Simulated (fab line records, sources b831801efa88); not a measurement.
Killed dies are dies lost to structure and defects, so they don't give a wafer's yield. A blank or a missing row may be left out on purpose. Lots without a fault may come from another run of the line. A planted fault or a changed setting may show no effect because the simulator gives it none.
Which tool did it? | flow gf180mcu | 14 lots, 42 wafers sampled, at 6 steps of a route of 602

WHAT THE GAUGES READ, wafer by wafer
GF_POLY_GATE_CD_MEAS_10: target cd 280 nm. Usual: cd_nm 280.3 nm, standard deviation 1.5.
lot  | measured     | on        | cd_nm (nm)        | flag
L680 | day 10 02:16 | cd_sem-02 | 279.0 278.8 278.0 |
L681 | day 10 10:59 | cd_sem-02 | 280.9 280.9 281.0 |
L682 | day 10 12:58 | cd_sem-02 | 278.8 277.8 278.5 |
L685 | day 11 03:23 | cd_sem-01 | 278.8 279.0 279.1 |
L684 | day 11 03:40 | cd_sem-02 | 283.1 282.1 282.0 |
L686 | day 11 19:35 | cd_sem-01 | 280.3 280.8 279.7 |
L688 | day 11 20:50 | cd_sem-02 | 279.9 279.2 280.0 |
L689 | day 12 04:14 | cd_sem-01 | 281.1 281.3 280.5 |
L691 | day 12 16:47 | cd_sem-02 | 281.0 280.4 280.8 |
L693 | day 13 04:03 | cd_sem-02 | 278.3 278.2 277.8 |
L694 | day 13 12:56 | cd_sem-01 | 279.5 279.5 279.8 |
L700 | day 15 07:44 | cd_sem-02 | 280.8 281.1 281.6 |
L701 | day 15 12:46 | cd_sem-01 | 281.5 281.4 282.7 |
L702 | day 15 20:10 | cd_sem-02 | 278.6 278.7 279.0 |

GF_HV_LDD_TW_MEAS_11. Usual: HV_LDD_TW 2412, standard deviation 18.
lot  | measured     | on            | HV_LDD_TW      | flag
L680 | day 10 22:37 | film_metro-02 | 2425 2422 2418 |
L681 | day 11 07:55 | film_metro-01 | 2422 2417 2405 |
L682 | day 11 09:05 | film_metro-02 | 2437 2416 2422 |
L685 | day 11 23:42 | film_metro-02 | 2423 2420 2422 |
L684 | day 12 01:01 | film_metro-01 | 2419 2420 2421 |
L686 | day 12 16:45 | film_metro-01 | 2436 2435 2428 |
L688 | day 12 18:23 | film_metro-02 | 2401 2425 2405 |
L689 | day 13 01:33 | film_metro-01 | 2402 2409 2407 |
L691 | day 13 15:26 | film_metro-01 | 2414 2416 2419 |
L693 | day 14 04:26 | film_metro-03 | 30 30 30       | OFF
L694 | day 14 12:34 | film_metro-03 | 30 30 30       | OFF
L700 | day 16 07:22 | film_metro-01 | 2431 2411 2404 |
L701 | day 16 12:51 | film_metro-02 | 2400 2417 2411 |
L702 | day 16 19:47 | film_metro-01 | 2434 2423 2417 |

GF_HV_LDD_RS_MEAS_53: measures by four-point-probe. Usual: HV_LDD_RS 423.1 ohm/sq, standard deviation 1.
lot  | measured     | on            | HV_LDD_RS (ohm/sq) | flag
L680 | day 13 08:16 | film_metro-01 | 421.8 422.4 421.5  |
L681 | day 13 18:19 | film_metro-03 | 421.7 422.6 423.4  |
L682 | day 13 19:32 | film_metro-01 | 422.8 423.0 423.1  |
L685 | day 14 10:14 | film_metro-02 | 423.5 422.9 424.2  |
L684 | day 14 12:57 | film_metro-02 | 425.3 424.7 425.4  |
L686 | day 15 06:13 | film_metro-01 | 424.3 424.1 424.3  |
L688 | day 15 07:29 | film_metro-03 | 420.6 422.5 422.8  |
L689 | day 15 15:55 | film_metro-01 | 423.4 423.7 423.7  |
L691 | day 16 07:13 | film_metro-02 | 424.5 423.6 425.3  |
L693 | day 16 20:22 | film_metro-03 | 878.2 879.3 880.5  | OFF
L694 | day 17 05:31 | film_metro-02 | 882.1 881.9 881.0  | OFF
L700 | day 19 06:35 | film_metro-03 | 421.2 421.7 422.0  |
L701 | day 19 14:32 | film_metro-02 | 424.7 423.2 424.3  |
L702 | day 19 19:41 | film_metro-02 | 421.8 422.5 422.4  |

WHICH TOOL RAN EACH LOT (tool, then ch and the chambers of the sampled wafers, then the start)
lot  | GF_VT_IMPLANT_STRIP_20               | GF_HV_LDD_IMPLANT_09            | GF_HV_LDD_RTA_52
L680 | plasma_asher-01 ch 0,1, day 7 02:02  | implanter-02 ch 0, day 10 22:22 | rtp_anneal-01 ch 0, day 13 08:08
L681 | plasma_asher-01 ch 0,1, day 7 11:16  | implanter-02 ch 0, day 11 07:41 | rtp_anneal-01 ch 0, day 13 18:14
L682 | plasma_asher-02 ch 0,1, day 7 13:04  | implanter-04 ch 0, day 11 08:50 | rtp_anneal-02 ch 0, day 13 19:28
L685 | plasma_asher-01 ch 0,1, day 8 01:56  | implanter-02 ch 0, day 11 23:27 | rtp_anneal-02 ch 0, day 14 10:10
L684 | plasma_asher-03 ch 0,1, day 8 02:14  | implanter-02 ch 0, day 12 00:46 | rtp_anneal-02 ch 0, day 14 12:52
L686 | plasma_asher-02 ch 0,1, day 8 14:41  | implanter-02 ch 0, day 12 16:30 | rtp_anneal-02 ch 0, day 15 06:09
L688 | plasma_asher-03 ch 1, day 8 16:32    | implanter-04 ch 0, day 12 18:08 | rtp_anneal-02 ch 0, day 15 07:25
L689 | plasma_asher-02 ch 1, day 8 23:17    | implanter-02 ch 0, day 13 01:18 | rtp_anneal-02 ch 0, day 15 15:52
L691 | plasma_asher-01 ch 0,1, day 9 10:02  | implanter-04 ch 0, day 13 15:11 | rtp_anneal-01 ch 0, day 16 07:10
L693 | plasma_asher-02 ch 0,1, day 9 20:32  | implanter-02, day 14 04:11      | rtp_anneal-01 ch 0, day 16 20:18
L694 | plasma_asher-02 ch 0,1, day 10 03:28 | implanter-02, day 14 12:20      | rtp_anneal-01 ch 0, day 17 05:26
L700 | plasma_asher-02 ch 0,1, day 11 16:25 | implanter-04 ch 0, day 16 07:07 | rtp_anneal-02 ch 0, day 19 06:31
L701 | plasma_asher-01 ch 0,1, day 11 20:44 | implanter-02 ch 0, day 16 12:37 | rtp_anneal-01 ch 0, day 19 14:28
L702 | plasma_asher-03 ch 0,1, day 12 02:40 | implanter-03 ch 0, day 16 19:34 | rtp_anneal-01 ch 0, day 19 19:35
- GF_VT_IMPLANT_STRIP_20: strips in O2/N2.
- GF_HV_LDD_IMPLANT_09
- GF_HV_LDD_RTA_52: time 10 s.

WHAT THE TOOLS THEMSELVES READ (means of the sampled wafers that have a number; where no wafer has one, the mark that the record gives instead)
GF_VT_IMPLANT_STRIP_20. Usual: drypump_motor_current_A 5.7 A, standard deviation 0.38; heater_power_w 309 W, standard deviation 15; oes_product_au 0.716 a.u., standard deviation 0.0045; strip_time_to_endpoint_s 12.658 s, standard deviation 0.026.
lot  | tool            | drypump_motor_current_A (A) | heater_power_w (W) | oes_product_au (a.u.) | strip_time_to_endpoint_s (s) | flag
L680 | plasma_asher-01 | 5.5                         | 310                | 0.716                 | 12.654                       |
L681 | plasma_asher-01 | 5.5                         | 311                | 0.718                 | 12.668                       |
L682 | plasma_asher-02 | 5.4                         | 311                | 0.716                 | 12.669                       |
L685 | plasma_asher-01 | 5.6                         | 303                | 0.712                 | 12.652                       |
L684 | plasma_asher-03 | 6.4                         | 300                | 0.715                 | 12.640                       |
L686 | plasma_asher-02 | 5.4                         | 317                | 0.717                 | 12.626                       |
L688 | plasma_asher-03 | 6.1                         | 294                | 0.716                 | 12.666                       |
L689 | plasma_asher-02 | 5.3                         | 335                | 0.716                 | 12.634                       |
L691 | plasma_asher-01 | 5.5                         | 309                | 0.718                 | 12.653                       |
L693 | plasma_asher-02 | 5.5                         | 315                | 0.720                 | 12.638                       |
L694 | plasma_asher-02 | 5.5                         | 311                | 0.718                 | 12.656                       |
L700 | plasma_asher-02 | 5.5                         | 306                | 0.722                 | 12.682                       |
L701 | plasma_asher-01 | 5.5                         | 314                | 0.719                 | 12.658                       |
L702 | plasma_asher-03 | 6.3                         | 289                | 0.715                 | 12.652                       |

GF_HV_LDD_IMPLANT_09. Usual: beam_energy_keV 39.999, standard deviation 0.012; beam_on_s 9.99 s, standard deviation 0.19.
lot  | tool         | beam_energy_keV | beam_on_s (s) | flag
L680 | implanter-02 | 40.002          | 9.87          |
L681 | implanter-02 | 40.003          | 9.97          |
L682 | implanter-04 | 39.995          | 10.03         |
L685 | implanter-02 | 39.999          | 9.78          |
L684 | implanter-02 | 40.007          | 10.07         |
L686 | implanter-02 | 40.002          | 9.91          |
L688 | implanter-04 | 39.994          | 10.00         |
L689 | implanter-02 | 39.987          | 10.20         |
L691 | implanter-04 | 39.992          | 9.97          |
L693 | implanter-02 | -               | -             | OFF
L694 | implanter-02 | -               | -             | OFF
L700 | implanter-04 | 40.014          | 10.03         |
L701 | implanter-02 | 39.995          | 10.13         |
L702 | implanter-03 | 40.002          | 9.94          |

GF_HV_LDD_RTA_52. Usual: lamp_power_pct 33 %, standard deviation 3.4; wafer_temp_C_max 1003.8, standard deviation 0.69.
lot  | tool          | lamp_power_pct (%) | wafer_temp_C_max | flag
L680 | rtp_anneal-01 | 37                 | 1003.0           |
L681 | rtp_anneal-01 | 37                 | 1004.5           |
L682 | rtp_anneal-02 | 30                 | 1003.8           |
L685 | rtp_anneal-02 | 30                 | 1003.7           |
L684 | rtp_anneal-02 | 30                 | 1004.4           |
L686 | rtp_anneal-02 | 30                 | 1003.1           |
L688 | rtp_anneal-02 | 30                 | 1003.0           |
L689 | rtp_anneal-02 | 30                 | 1003.3           |
L691 | rtp_anneal-01 | 37                 | 1004.8           |
L693 | rtp_anneal-01 | 37                 | 1003.7           |
L694 | rtp_anneal-01 | 37                 | 1002.9           |
L700 | rtp_anneal-02 | 30                 | 1004.0           |
L701 | rtp_anneal-01 | 37                 | 1003.7           |
L702 | rtp_anneal-01 | 37                 | 1003.8           |

THE ANSWER, worked out from the rows above alone
Rule: a lot is off if the mean of its wafers that have a number lies more than 3 standard deviations from the usual mean. A lot without any number at a reading at which 4 lots or more have one is off too. The other lots that the step has rows for count as sound. The gauges are gone through in route order, then the tools' own readings, and for those a lot's mean is taken as printed above. The first step at which some lot is off is used, and at that step the reading that is off furthest; a lot without a number counts as furthest.
Off: L693, L694, at GF_HV_LDD_TW_MEAS_11 (HV_LDD_TW).
A tool fits if, at a process step before that reading, it ran every lot that is off, and no sound lot after the first of them. The gauges at GF_HV_LDD_TW_MEAS_11 aren't tried: what is off there is off at GF_HV_LDD_IMPLANT_09 too, on other tools, and a gauge's error can't cause that. None of those tried fits.

WHAT THE SIMULATOR HAD PUT IN
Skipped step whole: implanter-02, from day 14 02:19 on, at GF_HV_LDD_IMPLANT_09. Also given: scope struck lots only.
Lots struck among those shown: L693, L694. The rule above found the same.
